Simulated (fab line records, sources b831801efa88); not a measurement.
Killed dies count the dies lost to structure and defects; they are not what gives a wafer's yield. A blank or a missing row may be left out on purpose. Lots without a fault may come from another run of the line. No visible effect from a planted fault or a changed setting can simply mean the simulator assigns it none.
Commonality check across tools / flow sky130 / 36 wafers sampled across 12 lots

THE REASON FOR OPENING IT
At SKY_LDD_HVN_OVL_MEAS_07 the reading LDD_HVN_OVL is flagged on 3 of 12 lots. No-fault wafers: 0.9 nm, standard deviation 1.6.
Rule: a lot is flagged in two cases, either no wafer of it has a number, or all its wafers with numbers fall more than 4 standard deviations from that mean. The rest of the lots are taken to be sound.

lot=L456; measured=day 21 01:54; on=overlay-01; LDD_HVN_OVL (nm), wafer by wafer=1.1 0.1 0.1; flag=
lot=L457; measured=day 21 02:18; on=overlay-02; LDD_HVN_OVL (nm), wafer by wafer=0.5 2.0 -2.2; flag=
lot=L458; measured=day 21 11:27; on=overlay-02; LDD_HVN_OVL (nm), wafer by wafer=-0.4 0.0 0.2; flag=
lot=L460; measured=day 22 06:55; on=overlay-02; LDD_HVN_OVL (nm), wafer by wafer=2.1 1.7 1.2; flag=
lot=L459; measured=day 22 07:18; on=overlay-01; LDD_HVN_OVL (nm), wafer by wafer=1.5 1.8 1.7; flag=
lot=L463; measured=day 23 05:09; on=overlay-01; LDD_HVN_OVL (nm), wafer by wafer=59.0 56.3 58.0; flag=FLAGGED
lot=L464; measured=day 23 08:15; on=overlay-02; LDD_HVN_OVL (nm), wafer by wafer=56.5 56.0 54.4; flag=FLAGGED
lot=L465; measured=day 23 19:28; on=overlay-01; LDD_HVN_OVL (nm), wafer by wafer=58.9 58.9 58.4; flag=FLAGGED
lot=L468; measured=day 24 22:22; on=overlay-01; LDD_HVN_OVL (nm), wafer by wafer=2.7 4.2 4.0; flag=
lot=L473; measured=day 26 11:33; on=overlay-02; LDD_HVN_OVL (nm), wafer by wafer=4.0 3.9 1.9; flag=
lot=L476; measured=day 27 10:21; on=overlay-02; LDD_HVN_OVL (nm), wafer by wafer=2.8 0.2 1.7; flag=
lot=L477; measured=day 28 01:21; on=overlay-01; LDD_HVN_OVL (nm), wafer by wafer=2.5 3.1 5.1; flag=
The numbers of the flagged lots are 57.4 nm on average: +56.5 nm against the usual, or +35 standard deviations.

LOT BY LOT: THE TOOL USED
The record keeps 1 process step preceding the reading, out of 708 steps on the route. Cell contents, in order: the tool; ch with the chambers the sampled wafers went through; the start.
lot=L456; flag=; SKY_LDD_HVN_EXPOSE_04=iline_stepper-01 ch 0, day 20 10:53
lot=L457; flag=; SKY_LDD_HVN_EXPOSE_04=iline_stepper-02 ch 0, day 20 11:25
lot=L458; flag=; SKY_LDD_HVN_EXPOSE_04=iline_stepper-01 ch 0, day 20 19:50
lot=L460; flag=; SKY_LDD_HVN_EXPOSE_04=iline_stepper-02 ch 0, day 21 15:37
lot=L459; flag=; SKY_LDD_HVN_EXPOSE_04=iline_stepper-02 ch 0, day 21 15:52
lot=L463; flag=FLAGGED; SKY_LDD_HVN_EXPOSE_04=iline_stepper-01 ch 0, day 22 13:47
lot=L464; flag=FLAGGED; SKY_LDD_HVN_EXPOSE_04=iline_stepper-01 ch 0, day 22 17:49
lot=L465; flag=FLAGGED; SKY_LDD_HVN_EXPOSE_04=iline_stepper-01 ch 0, day 23 04:52
lot=L468; flag=; SKY_LDD_HVN_EXPOSE_04=iline_stepper-02 ch 0, day 24 08:35
lot=L473; flag=; SKY_LDD_HVN_EXPOSE_04=iline_stepper-02 ch 0, day 25 21:01
lot=L476; flag=; SKY_LDD_HVN_EXPOSE_04=iline_stepper-02 ch 0, day 26 20:36
lot=L477; flag=; SKY_LDD_HVN_EXPOSE_04=iline_stepper-02 ch 0, day 27 10:57
What the steps here do:
- SKY_LDD_HVN_EXPOSE_04: exposes mask HVNTM, target cd 700 nm.
- SKY_LDD_HVN_OVL_MEAS_07

FLAGGED OVER TOTAL, TOOL BY TOOL (the gauges that took the reading come last)
step=SKY_LDD_HVN_EXPOSE_04; tool=iline_stepper-01; lots run=5; flagged=3; share of the flagged lots=all; sound lots run after its first flagged lot=0
step=SKY_LDD_HVN_EXPOSE_04; tool=iline_stepper-02; lots run=7; flagged=0; share of the flagged lots=none; sound lots run after its first flagged lot=-
step=SKY_LDD_HVN_OVL_MEAS_07; tool=overlay-01; lots run=6; flagged=2; share of the flagged lots=some; sound lots run after its first flagged lot=2 (L468,L477)
step=SKY_LDD_HVN_OVL_MEAS_07; tool=overlay-02; lots run=6; flagged=1; share of the flagged lots=some; sound lots run after its first flagged lot=2 (L473,L476)

WHAT THE TABLE ALLOWS
All flagged lots share 1 row of the table, namely iline_stepper-01 at SKY_LDD_HVN_EXPOSE_04.
- iline_stepper-01 at SKY_LDD_HVN_EXPOSE_04 ran 5 lots, 3 of them flagged. Last sound lot L458 at day 20 19:50, first flagged lot L463 at day 22 13:47; a fault beginning in between fits.
Left over: one tool, iline_stepper-01 at SKY_LDD_HVN_EXPOSE_04.

WHAT HAD BEEN PUT IN BY THE SIMULATOR
Scanner matching overlay: iline_stepper-01, from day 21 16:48 on, at SKY_LDD_HVN_EXPOSE_04. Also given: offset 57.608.
Lots struck among those shown: L463, L464, L465. The same result came from the rule above.
